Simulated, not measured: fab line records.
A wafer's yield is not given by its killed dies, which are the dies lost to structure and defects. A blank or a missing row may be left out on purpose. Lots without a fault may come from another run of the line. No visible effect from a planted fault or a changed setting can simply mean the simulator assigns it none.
2 desks, one fault | flow sky130 | each desk holds nothing but its own numbers, with what lay behind them at the end

## METROLOGY DESK
What the gauges read, lot by lot, whatever tool the lot ran on: means of the sampled wafers that have a number. The brackets show how far a lot's mean lies from the usual mean; more than 4 standard deviations puts the lot out of limits, marked OUT.
Columns: A = FIELD_ISO_OXIDATION_01_THK at SKY_FIELD_ISO_THK_MEAS_23, usual 10.02 nm; B = DNWELL_TW at SKY_DNWELL_TW_MEAS_09, usual 1105; C = PWDE_OVL at SKY_PWDE_OVL_MEAS_07, usual 0.0 nm; D = PWDE_TW at SKY_PWDE_TW_MEAS_10, usual 372
lot  | first seen here | A     | B    | C              | D
L765 | day 2 14:52     | 9.79  | 1118 | -1.4           | 374
L766 | day 2 19:22     | 9.88  | 1091 | -1.6           | 372
L767 | day 2 22:45     | 9.94  | 1082 | 0.8            | 375
L768 | day 3 04:48     | 9.80  | 1113 | 0.5            | 376
L771 | day 4 00:26     | 9.87  | 1119 | 5.9            | 374
L773 | day 4 05:54     | 10.31 | 1088 | 9.4 (+5.9) OUT | 369
L776 | day 4 22:56     | 10.09 | 1082 | 7.4 (+4.6) OUT | 363
L778 | day 5 11:32     | 9.84  | 1081 | -3.1           | 378
L779 | day 5 16:55     | 10.04 | 1124 | 1.6            | 375
L784 | day 6 20:09     | 10.05 | 1122 | -0.8           | 380
L785 | day 6 23:38     | 9.94  | 1120 | -1.1           | 374
L786 | day 7 03:00     | 9.86  | 1120 | 1.8            | 366
L787 | day 7 09:21     | 10.04 | 1115 | -0.7           | 365
This desk's result: L773, L776 out of limits, first on L773 (PWDE_OVL at SKY_PWDE_OVL_MEAS_07), day 5 22:00. L765, L766, L767, L768, L771, L778, L779, L784, L785, L786, L787: within limits.

## TOOL OWNER'S DESK, iline stepper-01
The tool's own readings at SKY_PWDE_EXPOSE_04 (exposes mask PWDEM, target cd 840 nm): means of the sampled wafers that have a number, for each lot that ran on this tool. The brackets show how far a lot's mean lies from the usual mean; more than 4 standard deviations puts the lot out of limits, marked OUT.
Columns: A = focus offset nm at SKY_PWDE_EXPOSE_04, usual -0.1 nm
lot  | first seen here | A
L767 | day 4 04:13     | -0.4
L771 | day 5 09:58     | -0.2
L773 | day 5 14:10     | -0.3
L776 | day 6 09:55     | -0.5
L784 | day 8 13:16     | 0.2
L786 | day 8 17:31     | 0.2
L787 | day 8 23:11     | -0.2
This desk's verdict: no lot among the 7 shows anything out of limits.

## BROUGHT TOGETHER
Metrology desk: alarm possible at day 5 22:00 on L773, L776.
The desk of the tool owner found nothing out of limits.
Tool owner's desk: L773, L776 on record, inside its limits.
Every lot named ran SKY_PWDE_EXPOSE_04 on iline stepper-01.

## WHAT THE SIMULATOR HAD PUT IN
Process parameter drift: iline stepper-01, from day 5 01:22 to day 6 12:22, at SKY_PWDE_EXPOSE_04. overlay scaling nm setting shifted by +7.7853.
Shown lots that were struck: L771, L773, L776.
Hours from the fault's start to each desk's first reading out of limits: the metrology desk, 21.
